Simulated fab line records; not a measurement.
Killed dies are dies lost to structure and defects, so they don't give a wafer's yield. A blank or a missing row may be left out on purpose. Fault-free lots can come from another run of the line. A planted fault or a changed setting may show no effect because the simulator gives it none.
Which tool is to blame? + flow gf180mcu + 14 lots (42 wafers sampled), 1 step of a 602-step route

## WHAT THE GAUGES SHOWED, per wafer
GF_V4_BOW_MEAS_05. Usual: for V4_BOW the level is 133 um and the standard deviation is 8.7.
| lot  | measured     | on            | V4_BOW (um) | flag |
|------|--------------|---------------|-------------|------|
| L130 | day 23 16:08 | film-metro-02 | 123 127 137 |      |
| L131 | day 23 19:40 | film-metro-02 | 136 127 131 |      |
| L132 | day 24 12:03 | film-metro-04 | 138 136 141 |      |
| L133 | day 24 15:34 | film-metro-02 | 131 128 123 |      |
| L134 | day 24 23:32 | film-metro-02 | 145 123 136 |      |
| L136 | day 25 18:26 | film-metro-03 | 137 138 148 |      |
| L137 | day 26 04:44 | film-metro-02 | 125 138 141 |      |
| L138 | day 26 11:04 | film-metro-04 | 135 145 139 |      |
| L140 | day 27 03:00 | film-metro-02 | 144 131 133 |      |
| L142 | day 27 17:34 | film-metro-02 | 125 126 123 |      |
| L143 | day 27 23:26 | film-metro-04 | 142 132 151 |      |
| L144 | day 28 06:28 | film-metro-04 | 133 120 128 |      |
| L152 | day 30 13:32 | film-metro-03 | 141 153 150 |      |
| L153 | day 30 17:07 | film-metro-03 | 144 151 143 |      |

## EACH LOT AND THE TOOL THAT RAN IT (in order: tool; ch and the chambers of the sampled wafers; start)
No process step before these readings appears in the record.

## AS READ BY THE TOOLS THEMSELVES (means over the sampled wafers that have a number; for cases with no such wafer, the mark the record gives instead)
The record holds no such reading with a usual standard deviation.

## THE ANSWER, worked out from the rows above alone
Rule: a lot counts as off when the mean over its wafers that have a number is more than 3 standard deviations away from the usual mean. A lot without any number at a reading at which 4 lots or more have one is off too. All remaining lots with rows at the step are treated as sound. Order of review: gauges by route order, followed by the tools' own readings, for which a lot's mean as printed above is used. The first step at which some lot is off is used, and at that step the reading that is off furthest; a lot without a number counts as furthest.
Across all readings shown, no lot is off: no conclusion can be drawn from this.

## WHAT THE SIMULATOR HAD INSERTED
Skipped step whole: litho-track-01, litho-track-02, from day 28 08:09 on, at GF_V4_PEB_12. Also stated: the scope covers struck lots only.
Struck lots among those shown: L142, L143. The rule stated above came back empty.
